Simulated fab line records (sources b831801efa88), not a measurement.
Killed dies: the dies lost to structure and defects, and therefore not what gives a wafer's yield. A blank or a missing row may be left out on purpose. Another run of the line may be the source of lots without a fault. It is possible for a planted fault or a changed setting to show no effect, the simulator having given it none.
Which tool was responsible?	flow sky130	18 wafers from 6 lots sampled at 3 of the route's 708 steps

WHAT THE GAUGES SHOWED, per wafer
SKY_SD_N_OVL_MEAS_08.
lot	measured	on	SD_N_OVL (nm)
L379	day 28 13:56	overlay-01	2.4 0.4 2.2
L382	day 29 15:34	overlay-02	-0.7 -0.9 0.6
L386	day 30 23:58	overlay-01	-1.4 0.3 0.5
L388	day 31 17:08	overlay-02	-2.0 -1.7 -2.7
L393	day 34 08:47	overlay-02	-80.6 -80.1 -80.3 -81.6 -81.7 -80.7
L398	day 34 23:58	overlay-02	-0.4 -1.7 -1.4

WHICH TOOL RAN EACH LOT (tool, then ch and the chambers of the sampled wafers, then the start)
lot	SKY_POLY_CUT_ETCH_11	SKY_SD_N_EXPOSE_04
L379	rieDiel-01 ch 2,3, day 24 22:15	ilineStepper-01 ch 0, day 28 00:08
L382	rieDiel-03 ch 0,2, day 26 01:47	ilineStepper-02 ch 0, day 29 01:53
L386	rieDiel-02 ch 0,1,3, day 27 11:42	ilineStepper-02 ch 0, day 30 10:47
L388	rieDiel-01 ch 0,1, day 28 05:17	ilineStepper-01 ch 0, day 31 03:17
L393	rieDiel-03 ch 0,2,3, day 31 01:06	ilineStepper-02 ch 0, day 33 20:14
L398	rieDiel-02 ch 0,2, day 31 16:21	ilineStepper-01 ch 0, day 34 10:30
- SKY_POLY_CUT_ETCH_11: etches Si3N4 in CF4/CH2F2/Ar, stops on poly-Si, time 42.5 s, target depth 60 nm.
- SKY_SD_N_EXPOSE_04: exposes mask NSDM, target cd 380 nm.

THE ANSWER, worked out from the rows above alone
Rule: the lots themselves supply what counts as usual. The widest of any qualifying gaps counts: lots, ordered by their means at a reading, are off when they make up no more than a third of the lots, leave a main group of 4 or more, and stand apart from it by 3 or more times the standard deviation of that group's means. Not used: any main group whose means are identical at the precision the tables above print for the reading. A lot without any number at a reading at which 4 lots or more have one is off too. Where the step has rows for the other lots, those lots are counted as sound.
Off: L393, at SKY_SD_N_OVL_MEAS_08 (SD_N_OVL). Mean -0.4 nm and standard deviation 1.3 in the main group.
A tool fits if, at a process step before that reading, it ran every lot that is off, and no sound lot after the first of them. Gauges at SKY_SD_N_OVL_MEAS_08: tried the same way as those tools. 2 tools fit, rieDiel-03 at SKY_POLY_CUT_ETCH_11 and ilineStepper-02 at SKY_SD_N_EXPOSE_04, so this cannot tell which one it is.

WHAT HAD BEEN PUT IN BY THE SIMULATOR
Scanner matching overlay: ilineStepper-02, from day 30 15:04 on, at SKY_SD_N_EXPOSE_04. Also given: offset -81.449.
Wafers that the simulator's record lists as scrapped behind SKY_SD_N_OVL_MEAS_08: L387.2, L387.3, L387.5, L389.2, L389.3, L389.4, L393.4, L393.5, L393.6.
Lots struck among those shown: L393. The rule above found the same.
